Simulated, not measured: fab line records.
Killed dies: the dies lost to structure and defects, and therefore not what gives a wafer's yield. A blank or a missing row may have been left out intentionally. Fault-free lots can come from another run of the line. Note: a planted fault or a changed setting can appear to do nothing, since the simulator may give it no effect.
Matching of chambers | flow gf180mcu | GF_V3_CMP_26 on cmp-02 has 4 sister chambers
The step polishes, stops on SiO2, t overpolish 15 s, target thk 0 nm. 4 wafers are shown with their chamber, then 7 later ones without.

== WAFERS PAIRED WITH THEIR CHAMBERS ==
wafer  | chamber | motor current A (A)
L786.6 | 2       | 10.7
L793.4 | 3       | 11.1
L794.1 | 0       | 10.9
L794.2 | 1       | 12.5

== WAFERS MISSING THEIR CHAMBER ==
wafer  | motor current A (A)
L794.4 | 10.5
L798.1 | 11.4
L798.3 | 12.4
L798.5 | 11.9
L806.1 | 10.4
L806.2 | 11.6
L806.6 | 12.1

== WHICH CHAMBER EACH ONE RAN IN ==
wafer  | from the rows above               | in truth
L794.4 | can't be placed: 2 or 0 or 3      | 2
L798.1 | can't be placed: 3 or 0 or 2      | 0
L798.3 | 1                                 | 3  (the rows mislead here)
L798.5 | can't be placed: 1 or 3 or 0 or 2 | 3
L806.1 | can't be placed: 2 or 0 or 3      | 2
L806.2 | can't be placed: 3 or 0 or 1 or 2 | 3
L806.6 | can't be placed: 1 or 3           | 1
Placed correctly: 0 of 7. Cannot be placed on the basis of these rows: 6; the candidates contain the true chamber in 6. Wrongly placed: 1.
How it was worked out, from the rows above alone: a wafer's distance from a chamber is the root of the sum, over the readings, of the square of ((its reading less the chamber's mean) divided by the reading's scatter). The wafer belongs to the nearest chamber; if the next one is less than 2 further off, it can't be placed. Each chamber's mean is taken over the wafers shown for it. The scatter: with one shown wafer a chamber, the root of the mean of the squares of how far each hidden wafer lies from its nearest shown one.
